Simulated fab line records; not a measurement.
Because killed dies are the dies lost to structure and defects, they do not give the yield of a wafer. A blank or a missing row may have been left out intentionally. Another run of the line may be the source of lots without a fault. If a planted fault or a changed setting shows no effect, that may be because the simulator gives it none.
Problem report, 8D (eight disciplines) form, completed by code || flow sky130 || the parts of the form that need people (team, actions taken, sign-off) are left out

## 1. WHAT WENT WRONG
oes-product-au at SKY_GATE_OXIDE_STRIP_13 reads a mean of 0.934 a.u. on 3 wafers of 1 lot; wafers without a fault read 0.715 a.u. with a standard deviation of 0.004. That puts it +55 standard deviations away from the usual mean.
The step: strips in O2/N2.
The first sign was on wafer L966.2 at day 15 22:44, on plasma-asher-02. The record holds 36 wafers of 12 lots with a number at this step. Rule for "out" (also "out of limits"): further than 4 standard deviations from the usual mean. Any other wafer with a number is counted as sound.

## 2. WHAT IT IS, AND WHAT IT ISN'T
{"question": "which readings at this step", "is": "oes-product-au", "is not": "drypump-motor-current-A"}
{"question": "which lots", "is": "L966", "is not": "L959, L960, L961, L962, L965, L975, L976, L978, L980, L981, L982"}
{"question": "which wafers of those lots", "is": "all that have a number", "is not": "-"}
{"question": "read on which tools", "is": "plasma-asher-02", "is not": "plasma-asher-01, plasma-asher-04"}
{"question": "when", "is": "from day 15 22:44", "is not": "up to then (15 sound wafers); but 18 sound wafers of L975, L976, L978, L980, L981, L982 came after"}

## 3. SUSPECTS, AND WHAT RULES EACH OUT
Counting: a tool stays on the suspect list if, at a process step up to the reading, it processed all lots that are out and no sound lot following the first of them.
- plasma-asher-02 at SKY_GATE_OXIDE_STRIP_13 (strips in O2/N2): kept. It ran the lot that is out, L966 (day 15 22:44), and no sound lot after that; its last sound lot up to then is L965 (day 15 12:40). Its own readings are out on those wafers: oes-product-au.
After counting, what remains is plasma-asher-02 at SKY_GATE_OXIDE_STRIP_13.

## 4. THE CAUSE (what the simulator had put in)
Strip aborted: plasma-asher-02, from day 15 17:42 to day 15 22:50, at SKY_GATE_OXIDE_STRIP_13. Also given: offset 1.
The count eliminated every tool but this one.

## 5. THE EFFECT CHAIN, in route order
Rows list readings where the struck wafers' mean (over those with a number) sits beyond 3 standard deviations from the usual. Readings are gone through only where the record gives a usual standard deviation; hours: the median, over the lots, of the time from a lot's start at the first step in this table giving one to that lot's start at this step; sigmas: the change measured in usual standard deviations.
{"hours": 0, "step": "SKY_GATE_OXIDE_STRIP_13", "reading": "oes-product-au", "usual": "0.715 a.u.", "on struck wafers": 0.934, "change": "+0.219", "sigmas": "+55"}
{"hours": 761, "step": "SKY_PAD_OPEN_PROBE_99", "reading": "killed-at-front-end", "usual": 15, "on struck wafers": 417, "change": "+402", "sigmas": "+93"}
{"hours": 761, "step": "SKY_PAD_OPEN_PROBE_99", "reading": "killed-dies", "usual": 85, "on struck wafers": 492, "change": "+407", "sigmas": "+42"}
{"hours": 761, "step": "SKY_PAD_OPEN_PROBE_99", "reading": "killed-on-rim", "usual": 17, "on struck wafers": 96, "change": "+79", "sigmas": "+18"}
Process steps it contains:
- SKY_GATE_OXIDE_STRIP_13: strips in O2/N2.
- SKY_PAD_OPEN_PROBE_99
Readings that are blank on the struck wafers while sound wafers have them: strip-time-to-endpoint-s at SKY_GATE_OXIDE_STRIP_13.

## 6. WHAT WOULD HAVE CAUGHT IT SOONER
First out-of-limits reading in this record: day 15 22:44, which is 5 hours after fault onset at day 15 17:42.
